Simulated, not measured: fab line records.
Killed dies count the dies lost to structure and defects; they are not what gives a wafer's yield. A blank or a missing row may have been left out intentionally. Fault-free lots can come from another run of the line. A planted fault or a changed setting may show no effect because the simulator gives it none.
Which tool was responsible? -- flow sky130 -- Sampling: 14 lots, 42 wafers, 5 of 708 route steps

== WHAT EACH GAUGE READ, for each wafer ==
SKY_POLY_GATE_OVL_MEAS_14.
lot,measured,on,POLY_GATE_OVL (nm)
L123,day 17 05:45,overlay-02,-3 -10 -3
L125,day 17 17:22,overlay-01,1 -1 -6
L124,day 17 22:53,overlay-01,-1 5 -3
L126,day 18 07:41,overlay-01,13 13 5
L127,day 18 08:01,overlay-01,6 3 5
L129,day 18 22:20,overlay-02,-2 -1 0
L130,day 19 04:16,overlay-02,8 4 4
L131,day 20 00:43,overlay-01,2 4 -4
L132,day 20 00:48,overlay-02,3 -4 4
L138,day 21 21:50,overlay-02,3 -2 -4
L139,day 23 09:10,overlay-02,5 1 1
L142,day 23 14:11,overlay-01,2 -2 4
L144,day 23 23:22,overlay-01,2 0 0
L145,day 24 08:07,overlay-01,10 0 9

SKY_LDD_HVN_TW_MEAS_10.
lot,measured,on,LDD_HVN_TW
L123,day 21 05:25,film_metro-03,1458 1458 1455
L125,day 21 19:45,film_metro-01,1421 1427 1422
L124,day 22 00:36,film_metro-03,1464 1467 1457
L126,day 22 07:55,film_metro-01,1433 1434 1436
L127,day 22 08:52,film_metro-04,1419 1424 1419
L129,day 22 22:47,film_metro-03,1459 1458 1464
L130,day 23 08:07,film_metro-01,1437 1438 1433
L131,day 24 00:04,film_metro-01,1434 1435 1432
L132,day 24 00:26,film_metro-01,1432 1436 1439
L138,day 25 18:04,film_metro-01,1426 1438 1439
L139,day 27 03:02,film_metro-04,1418 1417 1419
L142,day 27 09:14,film_metro-01,1435 1434 1444
L144,day 27 17:49,film_metro-04,1421 1410 1411
L145,day 28 02:40,film_metro-04,1428 1430 1439

SKY_LDD_HVP_OVL_MEAS_07.
lot,measured,on,LDD_HVP_OVL (nm)
L123,day 22 12:10,overlay-02,-3.2 -0.9 -0.4
L125,day 23 02:04,overlay-01,0.7 0.3 -0.2
L124,day 23 07:06,overlay-01,0.1 0.4 -1.2
L126,day 23 14:37,overlay-02,-0.2 -1.9 -0.4
L127,day 23 15:26,overlay-02,-2.5 -1.4 -3.4
L129,day 24 04:49,overlay-01,0.1 0.9 -1.4
L130,day 24 13:13,overlay-02,-2.5 -1.7 -2.3
L131,day 25 04:30,overlay-01,0.8 -0.3 0.7
L132,day 25 04:43,overlay-01,2.0 1.6 -0.3
L138,day 26 23:02,overlay-02,-2.5 -1.7 -2.1
L139,day 28 07:02,overlay-01,1.5 1.0 1.6
L142,day 28 12:55,overlay-01,1.4 1.4 -0.6
L144,day 28 21:19,overlay-02,-1.2 -0.7 -0.5
L145,day 29 06:13,overlay-01,-3.2 -1.2 -1.6

SKY_LDD_HVP_TW_MEAS_10.
lot,measured,on,LDD_HVP_TW
L123,day 22 12:27,film_metro-01,453.8 457.1 455.7
L125,day 23 02:20,film_metro-04,449.8 449.3 450.9
L124,day 23 07:23,film_metro-04,451.3 450.0 451.6
L126,day 23 14:54,film_metro-02,450.2 449.5 449.5
L127,day 23 15:43,film_metro-04,450.8 450.2 448.4
L129,day 24 05:05,film_metro-01,457.4 455.4 455.8
L130,day 24 13:30,film_metro-01,454.4 456.0 456.8
L131,day 25 04:47,film_metro-02,450.9 452.7 452.8
L132,day 25 04:59,film_metro-04,451.6 452.6 449.7
L138,day 26 23:19,film_metro-04,448.8 450.0 446.9
L139,day 28 07:20,film_metro-01,488.6 487.4 485.4
L142,day 28 13:11,film_metro-02,481.8 479.5 481.8
L144,day 28 21:36,film_metro-02,449.4 452.7 452.0
L145,day 29 06:30,film_metro-02,452.3 452.9 453.2

== WHAT TOOL EACH LOT RAN ON (gives the tool, then ch and the chambers of the sampled wafers, and finally the start) ==
lot,SKY_LDD_HVP_IMPLANT_08
L123,"implanter-04 ch 0, day 22 12:13"
L125,"implanter-04 ch 0, day 23 02:05"
L124,"implanter-01 ch 0, day 23 07:08"
L126,"implanter-02 ch 0, day 23 14:40"
L127,"implanter-04 ch 0, day 23 15:28"
L129,"implanter-02 ch 0, day 24 04:50"
L130,"implanter-01 ch 0, day 24 13:17"
L131,"implanter-04 ch 0, day 25 04:32"
L132,"implanter-01 ch 0, day 25 04:44"
L138,"implanter-01 ch 0, day 26 23:05"
L139,"implanter-02 ch 0, day 28 07:07"
L142,"implanter-02 ch 0, day 28 12:56"
L144,"implanter-01 ch 0, day 28 21:22"
L145,"implanter-01 ch 0, day 29 06:16"
- SKY_LDD_HVP_IMPLANT_08

== WHAT THE TOOLS THEMSELVES READ (means of the sampled wafers that have a number; where no wafer has one, the mark that the record gives instead) ==
SKY_LDD_HVP_IMPLANT_08.
lot,tool,beam_on_s (s),faraday_current_uA
L123,implanter-04,9.91,96.7
L125,implanter-04,9.91,96.5
L124,implanter-01,9.81,97.4
L126,implanter-02,10.18,94.3
L127,implanter-04,10.16,94.4
L129,implanter-02,9.84,97.3
L130,implanter-01,9.86,97.2
L131,implanter-04,9.89,96.6
L132,implanter-01,9.96,96.2
L138,implanter-01,10.29,93.1
L139,implanter-02,12.20,78.5
L142,implanter-02,12.39,77.8
L144,implanter-01,10.00,95.8
L145,implanter-01,9.94,96.4

== THE ANSWER, worked out from the rows above alone ==
Rule: the usual values come from the lots themselves. Put in order of their means at a reading, lots are off if they are a third of the lots or fewer, leave a main group of 4 or more, and stand apart from it by a gap of 3 or more times the standard deviation of the main group's means; of several such gaps the widest counts. A main group is skipped when, at the precision printed for the reading in the tables above, its means are all equal. Also off: a lot with no number at a reading for which 4 or more lots have one. Any other lot the step has rows for is counted as sound. Order of review: gauges by route order, followed by the tools' own readings, for which a lot's mean as printed above is used. At the first step where some lot is off, the reading lying furthest off is the one used; lots without a number count as furthest.
Off: L139, L142, seen at SKY_LDD_HVP_TW_MEAS_10 (LDD_HVP_TW). For the main group the mean is 452.0 and the standard deviation 2.5.
If a tool, at a process step before that reading, ran all the lots that are off and no sound lot after the first of them, it fits. Not tried: the gauges at SKY_LDD_HVP_TW_MEAS_10; whatever is off there is also off at SKY_LDD_HVP_IMPLANT_08, on other tools, and gauge error can't account for it. One candidate fits, namely implanter-02 at SKY_LDD_HVP_IMPLANT_08. A fault onset in the window from L129 (day 24 04:50, its last sound lot) to L139 (day 28 07:07, its first lot off) fits.
The tool's own readings at SKY_LDD_HVP_IMPLANT_08 bear it out: on the lots that are off they differ by more than 5 times the standard deviation of the sound lots' means. beam_on_s reads 12.29 s there against 9.98 s on the sound lots; faraday_current_uA reads 78.2 there against 96.0 on the sound lots.

== WHAT HAD BEEN PUT IN BY THE SIMULATOR ==
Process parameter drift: implanter-02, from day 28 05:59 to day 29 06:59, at SKY_LDD_HVP_IMPLANT_08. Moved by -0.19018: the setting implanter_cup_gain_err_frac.
Shown lots that were struck: L139, L142. The rule above found the same.
